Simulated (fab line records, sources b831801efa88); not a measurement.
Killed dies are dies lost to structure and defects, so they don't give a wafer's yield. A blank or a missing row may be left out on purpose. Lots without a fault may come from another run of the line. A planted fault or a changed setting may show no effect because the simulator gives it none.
Chamber matching | flow sky130 | SKY_FIELD_ISO_ETCH_14 on rie_diel-02: 4 sister chambers
The step etches BARC in N2/H2, stops on SiO2, time 45.9 s, target depth 60 nm. 16 wafers are shown with their chamber, then 8 later ones without.

WAFERS WITH THEIR CHAMBER
wafer  | chamber | run_length_s (s) | bias_w (W) | oes_product_au (a.u.)
L529.2 | 0       | 74.2             | 99.8       | 0.853
L529.3 | 2       | 74.4             | 100.1      | 0.856
L529.5 | 1       | 74.0             | 99.9       | 0.856
L530.1 | 2       | 74.0             | 100.2      | 0.851
L530.4 | 1       | 73.9             | 99.9       | 0.858
L530.6 | 3       | 74.1             | 100.1      | 0.857
L533.2 | 3       | 74.1             | 100.6      | 0.849
L533.3 | 1       | 74.1             | 99.9       | 0.850
L533.5 | 1       | 73.6             | 100.1      | 0.851
L535.2 | 1       | 73.7             | 100.3      | 0.849
L535.3 | 0       | 74.1             | 100.3      | 0.851
L535.4 | 2       | 74.4             | 100.0      | 0.855
L537.3 | 2       | 74.1             | 100.2      | 0.865
L537.4 | 1       | 73.8             | 100.1      | 0.856
L537.5 | 1       | 74.2             | 100.1      | 0.856
L539.2 | 0       | 74.7             | 100.1      | 0.853

SIGNATURES (means of the wafers above)
reading        | chamber 0 | chamber 1 | chamber 2 | chamber 3 | scatter within a chamber
run_length_s   | 74.333    | 73.900    | 74.225    | 74.100    | 0.226
bias_w         | 100.067   | 100.043   | 100.125   | 100.350   | 0.186
oes_product_au | 0.85233   | 0.85371   | 0.85675   | 0.85300   | 0.00425
Rule: a wafer's distance from a chamber is the root of the sum, over the readings, of the square of ((its reading less the chamber's mean) divided by the reading's scatter). The wafer belongs to the nearest chamber; if the next one is less than 2 further off, it can't be placed. The scatter: the root of (the sum of the squares of (reading less its chamber's mean) over the shown wafers, divided by (wafers less chambers)).

WAFERS WITHOUT THEIR CHAMBER
wafer  | run_length_s (s) | bias_w (W) | oes_product_au (a.u.)
L539.3 | 73.8             | 100.4      | 0.857
L539.5 | 74.1             | 100.7      | 0.846
L549.3 | 74.3             | 99.4       | 0.847
L549.4 | 73.6             | 99.5       | 0.855
L549.5 | 74.1             | 100.3      | 0.856
L552.2 | 74.6             | 99.9       | 0.857
L552.5 | 74.3             | 99.7       | 0.861
L552.6 | 73.9             | 99.8       | 0.861

WHICH CHAMBER EACH WENT THROUGH
wafer  | from the rows above               | in truth
L539.3 | can't be placed: 3 or 1 or 2 or 0 | 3
L539.5 | can't be placed: 3 or 0 or 2 or 1 | 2
L549.3 | can't be placed: 0 or 1 or 2 or 3 | 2
L549.4 | can't be placed: 1 or 2 or 0 or 3 | 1
L549.5 | can't be placed: 3 or 2 or 1 or 0 | 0
L552.2 | can't be placed: 0 or 2 or 1 or 3 | 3
L552.5 | can't be placed: 2 or 0 or 1 or 3 | 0
L552.6 | can't be placed: 1 or 2 or 0 or 3 | 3
Placed correctly: 0 of 8. Can't be placed from these rows: 8 (the true chamber is among the candidates in 8). Placed wrongly: 0.
